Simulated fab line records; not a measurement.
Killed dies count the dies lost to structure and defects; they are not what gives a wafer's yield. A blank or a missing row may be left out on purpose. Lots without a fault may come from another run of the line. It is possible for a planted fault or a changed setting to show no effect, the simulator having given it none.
What tool caused it? || flow gf180mcu || Sampling: 24 lots, 72 wafers, 4 of 602 route steps

## WHAT EACH GAUGE READ, for each wafer
GF_SAB_OVL_MEAS_10.
{"lot": "L074", "measured": "day 14 21:23", "on": "overlay-01", "SAB_OVL (nm)": "0.8 0.2 0.9"}
{"lot": "L075", "measured": "day 15 06:57", "on": "overlay-01", "SAB_OVL (nm)": "0.1 -2.2 -0.4"}
{"lot": "L076", "measured": "day 15 16:54", "on": "overlay-01", "SAB_OVL (nm)": "2.3 0.9 1.0"}
{"lot": "L077", "measured": "day 16 04:59", "on": "overlay-01", "SAB_OVL (nm)": "2.7 1.1 0.4"}
{"lot": "L078", "measured": "day 16 14:06", "on": "overlay-01", "SAB_OVL (nm)": "2.0 3.6 3.0"}
{"lot": "L079", "measured": "day 17 05:08", "on": "overlay-01", "SAB_OVL (nm)": "3.5 3.3 1.7"}
{"lot": "L080", "measured": "day 17 13:32", "on": "overlay-02", "SAB_OVL (nm)": "-0.1 1.4 2.5"}
{"lot": "L081", "measured": "day 17 21:03", "on": "overlay-02", "SAB_OVL (nm)": "1.1 1.0 1.2"}
{"lot": "L082", "measured": "day 18 13:27", "on": "overlay-01", "SAB_OVL (nm)": "2.7 3.4 4.6"}
{"lot": "L083", "measured": "day 18 21:45", "on": "overlay-02", "SAB_OVL (nm)": "0.4 -1.2 1.4"}
{"lot": "L084", "measured": "day 18 22:59", "on": "overlay-01", "SAB_OVL (nm)": "-0.1 -0.9 -0.8"}
{"lot": "L085", "measured": "day 19 03:32", "on": "overlay-01", "SAB_OVL (nm)": "-3.0 -1.0 -0.4"}
{"lot": "L086", "measured": "day 19 11:59", "on": "overlay-02", "SAB_OVL (nm)": "0.4 0.0 0.1"}
{"lot": "L087", "measured": "day 19 21:17", "on": "overlay-01", "SAB_OVL (nm)": "1.5 1.0 2.0"}
{"lot": "L088", "measured": "day 20 10:10", "on": "overlay-01", "SAB_OVL (nm)": "0.6 0.3 0.0"}
{"lot": "L089", "measured": "day 20 15:20", "on": "overlay-02", "SAB_OVL (nm)": "-0.2 0.1 -0.7"}
{"lot": "L090", "measured": "day 20 21:17", "on": "overlay-01", "SAB_OVL (nm)": "-0.6 0.4 -0.3"}
{"lot": "L091", "measured": "day 21 04:38", "on": "overlay-01", "SAB_OVL (nm)": "0.7 1.3 0.3"}
{"lot": "L092", "measured": "day 21 14:25", "on": "overlay-01", "SAB_OVL (nm)": "1.7 1.9 2.3"}
{"lot": "L093", "measured": "day 21 22:47", "on": "overlay-01", "SAB_OVL (nm)": "-0.4 -1.7 -0.2"}
{"lot": "L094", "measured": "day 22 04:31", "on": "overlay-01", "SAB_OVL (nm)": "-0.3 0.9 1.9"}
{"lot": "L095", "measured": "day 22 21:16", "on": "overlay-01", "SAB_OVL (nm)": "0.0 2.6 1.3"}
{"lot": "L096", "measured": "day 23 02:31", "on": "overlay-01", "SAB_OVL (nm)": "-1.0 0.2 -1.3"}
{"lot": "L097", "measured": "day 23 07:26", "on": "overlay-02", "SAB_OVL (nm)": "2.2 0.9 1.7"}

GF_V3_THK_MEAS_01.
{"lot": "L074", "measured": "day 21 04:08", "on": "film_metro-03", "V3_CVD_00_THK (nm)": "596 592 603"}
{"lot": "L075", "measured": "day 21 14:37", "on": "film_metro-01", "V3_CVD_00_THK (nm)": "608 604 608"}
{"lot": "L076", "measured": "day 21 22:50", "on": "film_metro-01", "V3_CVD_00_THK (nm)": "595 600 596"}
{"lot": "L077", "measured": "day 22 15:13", "on": "film_metro-04", "V3_CVD_00_THK (nm)": "601 600 600"}
{"lot": "L078", "measured": "day 23 01:27", "on": "film_metro-04", "V3_CVD_00_THK (nm)": "602 598 606"}
{"lot": "L079", "measured": "day 23 12:30", "on": "film_metro-03", "V3_CVD_00_THK (nm)": "601 602 607"}
{"lot": "L080", "measured": "day 23 22:53", "on": "film_metro-04", "V3_CVD_00_THK (nm)": "604 606 610"}
{"lot": "L081", "measured": "day 24 05:26", "on": "film_metro-01", "V3_CVD_00_THK (nm)": "607 602 611"}
{"lot": "L082", "measured": "day 24 23:29", "on": "film_metro-01", "V3_CVD_00_THK (nm)": "607 609 606"}
{"lot": "L083", "measured": "day 25 03:14", "on": "film_metro-04", "V3_CVD_00_THK (nm)": "596 598 597"}
{"lot": "L084", "measured": "day 25 04:02", "on": "film_metro-01", "V3_CVD_00_THK (nm)": "600 611 597"}
{"lot": "L085", "measured": "day 25 09:57", "on": "film_metro-04", "V3_CVD_00_THK (nm)": "605 603 609"}
{"lot": "L086", "measured": "day 25 16:42", "on": "film_metro-03", "V3_CVD_00_THK (nm)": "602 602 599"}
{"lot": "L087", "measured": "day 26 00:39", "on": "film_metro-04", "V3_CVD_00_THK (nm)": "599 593 599"}
{"lot": "L088", "measured": "day 26 10:08", "on": "film_metro-04", "V3_CVD_00_THK (nm)": "604 599 608"}
{"lot": "L089", "measured": "day 26 17:53", "on": "film_metro-01", "V3_CVD_00_THK (nm)": "603 601 608"}
{"lot": "L090", "measured": "day 26 23:33", "on": "film_metro-03", "V3_CVD_00_THK (nm)": "615 614 617"}
{"lot": "L091", "measured": "day 27 03:20", "on": "film_metro-04", "V3_CVD_00_THK (nm)": "606 610 608"}
{"lot": "L092", "measured": "day 27 11:07", "on": "film_metro-01", "V3_CVD_00_THK (nm)": "607 607 604"}
{"lot": "L093", "measured": "day 27 21:01", "on": "film_metro-04", "V3_CVD_00_THK (nm)": "605 596 608"}
{"lot": "L094", "measured": "day 28 01:32", "on": "film_metro-01", "V3_CVD_00_THK (nm)": "599 602 597"}
{"lot": "L095", "measured": "day 28 19:49", "on": "film_metro-03", "V3_CVD_00_THK (nm)": "605 604 599"}
{"lot": "L096", "measured": "day 28 19:26", "on": "film_metro-01", "V3_CVD_00_THK (nm)": "592 589 585"}
{"lot": "L097", "measured": "day 28 22:50", "on": "film_metro-04", "V3_CVD_00_THK (nm)": "598 593 595"}

## WHAT TOOL EACH LOT RAN ON (gives the tool, then ch and the chambers of the sampled wafers, and finally the start)
{"lot": "L074", "GF_M1_SPUTTER_03": "pvd_sputter-01, day 15 22:10", "GF_V1_CMP_26": "cmp-01 ch 0,1,2, day 17 22:35"}
{"lot": "L075", "GF_M1_SPUTTER_03": "pvd_sputter-01, day 16 07:55", "GF_V1_CMP_26": "cmp-02 ch 0,3, day 18 08:29"}
{"lot": "L076", "GF_M1_SPUTTER_03": "pvd_sputter-02, day 16 17:40", "GF_V1_CMP_26": "cmp-02 ch 0,1,2, day 18 18:49"}
{"lot": "L077", "GF_M1_SPUTTER_03": "pvd_sputter-01, day 17 06:47", "GF_V1_CMP_26": "cmp-01 ch 0,1,3, day 19 09:40"}
{"lot": "L078", "GF_M1_SPUTTER_03": "pvd_sputter-03, day 17 16:33", "GF_V1_CMP_26": "cmp-02 ch 0,3, day 19 19:37"}
{"lot": "L079", "GF_M1_SPUTTER_03": "pvd_sputter-03, day 18 07:22", "GF_V1_CMP_26": "cmp-02 ch 0,2,3, day 20 10:43"}
{"lot": "L080", "GF_M1_SPUTTER_03": "pvd_sputter-01, day 18 16:52", "GF_V1_CMP_26": "cmp-02 ch 1,2,3, day 20 20:17"}
{"lot": "L081", "GF_M1_SPUTTER_03": "pvd_sputter-03, day 19 00:25", "GF_V1_CMP_26": "cmp-01 ch 2,3, day 21 03:55"}
{"lot": "L082", "GF_M1_SPUTTER_03": "pvd_sputter-01, day 19 16:49", "GF_V1_CMP_26": "cmp-02 ch 0,2,3, day 21 20:38"}
{"lot": "L083", "GF_M1_SPUTTER_03": "pvd_sputter-01, day 20 01:31", "GF_V1_CMP_26": "cmp-02 ch 0,2, day 22 03:22"}
{"lot": "L084", "GF_M1_SPUTTER_03": "pvd_sputter-02, day 20 01:52", "GF_V1_CMP_26": "cmp-01 ch 0,1, day 22 04:02"}
{"lot": "L085", "GF_M1_SPUTTER_03": "pvd_sputter-03, day 20 07:26", "GF_V1_CMP_26": "cmp-01 ch 1,2,3, day 22 11:13"}
{"lot": "L086", "GF_M1_SPUTTER_03": "pvd_sputter-02, day 20 15:02", "GF_V1_CMP_26": "cmp-02 ch 0,1,3, day 22 17:26"}
{"lot": "L087", "GF_M1_SPUTTER_03": "pvd_sputter-01, day 21 00:18", "GF_V1_CMP_26": "cmp-01 ch 0,1,2, day 23 02:26"}
{"lot": "L088", "GF_M1_SPUTTER_03": "pvd_sputter-01, day 21 13:08", "GF_V1_CMP_26": "cmp-02 ch 0,1,2, day 23 14:17"}
{"lot": "L089", "GF_M1_SPUTTER_03": "pvd_sputter-01, day 21 18:34", "GF_V1_CMP_26": "cmp-01 ch 1,3, day 23 19:49"}
{"lot": "L090", "GF_M1_SPUTTER_03": "pvd_sputter-01, day 22 00:20", "GF_V1_CMP_26": "cmp-02 ch 1,2,3, day 24 02:32"}
{"lot": "L091", "GF_M1_SPUTTER_03": "pvd_sputter-02, day 22 07:37", "GF_V1_CMP_26": "cmp-01 ch 1,3, day 24 07:35"}
{"lot": "L092", "GF_M1_SPUTTER_03": "pvd_sputter-02, day 22 16:49", "GF_V1_CMP_26": "cmp-02 ch 0,1,2, day 24 16:31"}
{"lot": "L093", "GF_M1_SPUTTER_03": "pvd_sputter-01, day 23 02:18", "GF_V1_CMP_26": "cmp-01 ch 0,1, day 25 02:02"}
{"lot": "L094", "GF_M1_SPUTTER_03": "pvd_sputter-03, day 23 06:41", "GF_V1_CMP_26": "cmp-01 ch 1,2,3, day 25 06:20"}
{"lot": "L095", "GF_M1_SPUTTER_03": "pvd_sputter-03, day 23 23:08", "GF_V1_CMP_26": "cmp-02 ch 1,2,3, day 26 03:07"}
{"lot": "L096", "GF_M1_SPUTTER_03": "pvd_sputter-01, day 24 03:49", "GF_V1_CMP_26": "cmp-01 ch 0,1,3, day 26 03:16"}
{"lot": "L097", "GF_M1_SPUTTER_03": "pvd_sputter-03, day 24 09:22", "GF_V1_CMP_26": "cmp-01 ch 0,2,3, day 26 07:05"}
- GF_M1_SPUTTER_03: material Ti, target thk 10 nm, time 6.7 s.
- GF_V1_CMP_26: polishes, stops on SiO2, t overpolish 15 s, target thk 0 nm.

## WHAT THE TOOLS THEMSELVES READ (means of the sampled wafers that have a number; where no wafer has one, the mark that the record gives instead)
GF_M1_SPUTTER_03.
{"lot": "L074", "tool": "pvd_sputter-01", "cathode_dc_power_W (W)": 2999.9, "substrate_temp_c (C)": 300.03, "throttle_valve_pct (%)": 30.2}
{"lot": "L075", "tool": "pvd_sputter-01", "cathode_dc_power_W (W)": 3000.5, "substrate_temp_c (C)": 299.91, "throttle_valve_pct (%)": 30.5}
{"lot": "L076", "tool": "pvd_sputter-02", "cathode_dc_power_W (W)": 2999.8, "substrate_temp_c (C)": 300.04, "throttle_valve_pct (%)": 29.8}
{"lot": "L077", "tool": "pvd_sputter-01", "cathode_dc_power_W (W)": 3000.1, "substrate_temp_c (C)": 299.83, "throttle_valve_pct (%)": 29.6}
{"lot": "L078", "tool": "pvd_sputter-03", "cathode_dc_power_W (W)": 3000.2, "substrate_temp_c (C)": 299.86, "throttle_valve_pct (%)": 30.4}
{"lot": "L079", "tool": "pvd_sputter-03", "cathode_dc_power_W (W)": 2999.5, "substrate_temp_c (C)": 300.25, "throttle_valve_pct (%)": 30.1}
{"lot": "L080", "tool": "pvd_sputter-01", "cathode_dc_power_W (W)": 2999.9, "substrate_temp_c (C)": 299.93, "throttle_valve_pct (%)": 30.8}
{"lot": "L081", "tool": "pvd_sputter-03", "cathode_dc_power_W (W)": 3000.3, "substrate_temp_c (C)": 300.09, "throttle_valve_pct (%)": 29.7}
{"lot": "L082", "tool": "pvd_sputter-01", "cathode_dc_power_W (W)": 3000.0, "substrate_temp_c (C)": 300.04, "throttle_valve_pct (%)": 29.8}
{"lot": "L083", "tool": "pvd_sputter-01", "cathode_dc_power_W (W)": 3000.1, "substrate_temp_c (C)": 299.84, "throttle_valve_pct (%)": 30.5}
{"lot": "L084", "tool": "pvd_sputter-02", "cathode_dc_power_W (W)": 3000.0, "substrate_temp_c (C)": 299.77, "throttle_valve_pct (%)": 30.9}
{"lot": "L085", "tool": "pvd_sputter-03", "cathode_dc_power_W (W)": 2999.8, "substrate_temp_c (C)": 300.06, "throttle_valve_pct (%)": 30.1}
{"lot": "L086", "tool": "pvd_sputter-02", "cathode_dc_power_W (W)": 3000.1, "substrate_temp_c (C)": 299.92, "throttle_valve_pct (%)": 31.2}
{"lot": "L087", "tool": "pvd_sputter-01", "cathode_dc_power_W (W)": 3000.2, "substrate_temp_c (C)": 299.91, "throttle_valve_pct (%)": 30.5}
{"lot": "L088", "tool": "pvd_sputter-01", "cathode_dc_power_W (W)": 2999.3, "substrate_temp_c (C)": 300.15, "throttle_valve_pct (%)": 30.0}
{"lot": "L089", "tool": "pvd_sputter-01", "cathode_dc_power_W (W)": 3000.3, "substrate_temp_c (C)": 299.88, "throttle_valve_pct (%)": 30.9}
{"lot": "L090", "tool": "pvd_sputter-01", "cathode_dc_power_W (W)": 2999.7, "substrate_temp_c (C)": 299.87, "throttle_valve_pct (%)": 30.5}
{"lot": "L091", "tool": "pvd_sputter-02", "cathode_dc_power_W (W)": 2999.8, "substrate_temp_c (C)": 299.93, "throttle_valve_pct (%)": 31.1}
{"lot": "L092", "tool": "pvd_sputter-02", "cathode_dc_power_W (W)": 2999.8, "substrate_temp_c (C)": 299.94, "throttle_valve_pct (%)": 29.8}
{"lot": "L093", "tool": "pvd_sputter-01", "cathode_dc_power_W (W)": 3000.5, "substrate_temp_c (C)": 299.99, "throttle_valve_pct (%)": 30.6}
{"lot": "L094", "tool": "pvd_sputter-03", "cathode_dc_power_W (W)": 2999.8, "substrate_temp_c (C)": 299.74, "throttle_valve_pct (%)": 29.2}
{"lot": "L095", "tool": "pvd_sputter-03", "cathode_dc_power_W (W)": 2999.3, "substrate_temp_c (C)": 299.88, "throttle_valve_pct (%)": 30.1}
{"lot": "L096", "tool": "pvd_sputter-01", "cathode_dc_power_W (W)": 2999.9, "substrate_temp_c (C)": 300.08, "throttle_valve_pct (%)": 30.2}
{"lot": "L097", "tool": "pvd_sputter-03", "cathode_dc_power_W (W)": 2999.6, "substrate_temp_c (C)": 300.11, "throttle_valve_pct (%)": 29.9}

GF_V1_CMP_26.
{"lot": "L074", "tool": "cmp-01", "head_pressure_psi (psi)": 3.503, "motor_current_A (A)": 11.5, "overpolish_run_s (s)": 15.000, "slurry_filter_dp_kPa (kPa)": 13.56, "time_to_endpoint_s (s)": 87}
{"lot": "L075", "tool": "cmp-02", "head_pressure_psi (psi)": 3.494, "motor_current_A (A)": 11.3, "overpolish_run_s (s)": 15.003, "slurry_filter_dp_kPa (kPa)": 13.66, "time_to_endpoint_s (s)": 84}
{"lot": "L076", "tool": "cmp-02", "head_pressure_psi (psi)": 3.500, "motor_current_A (A)": 12.3, "overpolish_run_s (s)": 15.003, "slurry_filter_dp_kPa (kPa)": 13.53, "time_to_endpoint_s (s)": 89}
{"lot": "L077", "tool": "cmp-01", "head_pressure_psi (psi)": 3.494, "motor_current_A (A)": 11.8, "overpolish_run_s (s)": 14.996, "slurry_filter_dp_kPa (kPa)": 13.55, "time_to_endpoint_s (s)": 86}
{"lot": "L078", "tool": "cmp-02", "head_pressure_psi (psi)": 3.510, "motor_current_A (A)": 11.3, "overpolish_run_s (s)": 15.005, "slurry_filter_dp_kPa (kPa)": 13.53, "time_to_endpoint_s (s)": 88}
{"lot": "L079", "tool": "cmp-02", "head_pressure_psi (psi)": 3.504, "motor_current_A (A)": 11.7, "overpolish_run_s (s)": 14.998, "slurry_filter_dp_kPa (kPa)": 13.51, "time_to_endpoint_s (s)": 84}
{"lot": "L080", "tool": "cmp-02", "head_pressure_psi (psi)": 3.502, "motor_current_A (A)": 11.6, "overpolish_run_s (s)": 14.991, "slurry_filter_dp_kPa (kPa)": 13.47, "time_to_endpoint_s (s)": 80}
{"lot": "L081", "tool": "cmp-01", "head_pressure_psi (psi)": 3.506, "motor_current_A (A)": 10.7, "overpolish_run_s (s)": 15.004, "slurry_filter_dp_kPa (kPa)": 13.54, "time_to_endpoint_s (s)": 82}
{"lot": "L082", "tool": "cmp-02", "head_pressure_psi (psi)": 3.500, "motor_current_A (A)": 11.6, "overpolish_run_s (s)": 14.994, "slurry_filter_dp_kPa (kPa)": 13.50, "time_to_endpoint_s (s)": 84}
{"lot": "L083", "tool": "cmp-02", "head_pressure_psi (psi)": 3.501, "motor_current_A (A)": 11.6, "overpolish_run_s (s)": 15.002, "slurry_filter_dp_kPa (kPa)": 13.62, "time_to_endpoint_s (s)": 82}
{"lot": "L084", "tool": "cmp-01", "head_pressure_psi (psi)": 3.499, "motor_current_A (A)": 11.6, "overpolish_run_s (s)": 14.998, "slurry_filter_dp_kPa (kPa)": 13.54, "time_to_endpoint_s (s)": 82}
{"lot": "L085", "tool": "cmp-01", "head_pressure_psi (psi)": 3.501, "motor_current_A (A)": 10.7, "overpolish_run_s (s)": 14.995, "slurry_filter_dp_kPa (kPa)": 13.48, "time_to_endpoint_s (s)": 82}
{"lot": "L086", "tool": "cmp-02", "head_pressure_psi (psi)": 3.508, "motor_current_A (A)": 11.6, "overpolish_run_s (s)": 15.007, "slurry_filter_dp_kPa (kPa)": 13.61, "time_to_endpoint_s (s)": 80}
{"lot": "L087", "tool": "cmp-01", "head_pressure_psi (psi)": 3.505, "motor_current_A (A)": 11.6, "overpolish_run_s (s)": 15.004, "slurry_filter_dp_kPa (kPa)": 13.42, "time_to_endpoint_s (s)": 84}
{"lot": "L088", "tool": "cmp-02", "head_pressure_psi (psi)": 3.504, "motor_current_A (A)": 12.2, "overpolish_run_s (s)": 14.998, "slurry_filter_dp_kPa (kPa)": 13.48, "time_to_endpoint_s (s)": 84}
{"lot": "L089", "tool": "cmp-01", "head_pressure_psi (psi)": 3.503, "motor_current_A (A)": 10.6, "overpolish_run_s (s)": 14.999, "slurry_filter_dp_kPa (kPa)": 13.51, "time_to_endpoint_s (s)": 90}
{"lot": "L090", "tool": "cmp-02", "head_pressure_psi (psi)": 3.499, "motor_current_A (A)": 11.8, "overpolish_run_s (s)": 14.996, "slurry_filter_dp_kPa (kPa)": 13.52, "time_to_endpoint_s (s)": 90}
{"lot": "L091", "tool": "cmp-01", "head_pressure_psi (psi)": 3.498, "motor_current_A (A)": 10.5, "overpolish_run_s (s)": 15.005, "slurry_filter_dp_kPa (kPa)": 13.26, "time_to_endpoint_s (s)": 86}
{"lot": "L092", "tool": "cmp-02", "head_pressure_psi (psi)": 3.507, "motor_current_A (A)": 11.7, "overpolish_run_s (s)": 15.001, "slurry_filter_dp_kPa (kPa)": 13.42, "time_to_endpoint_s (s)": 90}
{"lot": "L093", "tool": "cmp-01", "head_pressure_psi (psi)": 3.494, "motor_current_A (A)": 11.2, "overpolish_run_s (s)": 14.997, "slurry_filter_dp_kPa (kPa)": 13.47, "time_to_endpoint_s (s)": 86}
{"lot": "L094", "tool": "cmp-01", "head_pressure_psi (psi)": 3.496, "motor_current_A (A)": 10.7, "overpolish_run_s (s)": 15.002, "slurry_filter_dp_kPa (kPa)": 13.43, "time_to_endpoint_s (s)": 89}
{"lot": "L095", "tool": "cmp-02", "head_pressure_psi (psi)": 3.498, "motor_current_A (A)": 12.4, "overpolish_run_s (s)": 15.001, "slurry_filter_dp_kPa (kPa)": 13.46, "time_to_endpoint_s (s)": 84}
{"lot": "L096", "tool": "cmp-01", "head_pressure_psi (psi)": 3.501, "motor_current_A (A)": 11.1, "overpolish_run_s (s)": 15.007, "slurry_filter_dp_kPa (kPa)": 13.34, "time_to_endpoint_s (s)": 82}
{"lot": "L097", "tool": "cmp-01", "head_pressure_psi (psi)": 3.504, "motor_current_A (A)": 11.1, "overpolish_run_s (s)": 14.993, "slurry_filter_dp_kPa (kPa)": 13.57, "time_to_endpoint_s (s)": 83}

## THE ANSWER, worked out from the rows above alone
Rule: usual is defined by the lots themselves. Put in order of their means at a reading, lots are off if they are a third of the lots or fewer, leave a main group of 4 or more, and stand apart from it by a gap of 3 or more times the standard deviation of the main group's means; of several such gaps the widest counts. The tables above print the reading to a certain number of digits; a main group whose means all agree to those digits is not used. A lot without any number at a reading at which 4 lots or more have one is off too. Any other lot the step has rows for is counted as sound. Order of review: gauges by route order, followed by the tools' own readings, for which a lot's mean as printed above is used. At the first step where some lot is off, the reading lying furthest off is the one used; lots without a number count as furthest.
None of the lots is off at any reading shown; this tells nothing.

## WHAT WAS PUT IN BY THE SIMULATOR
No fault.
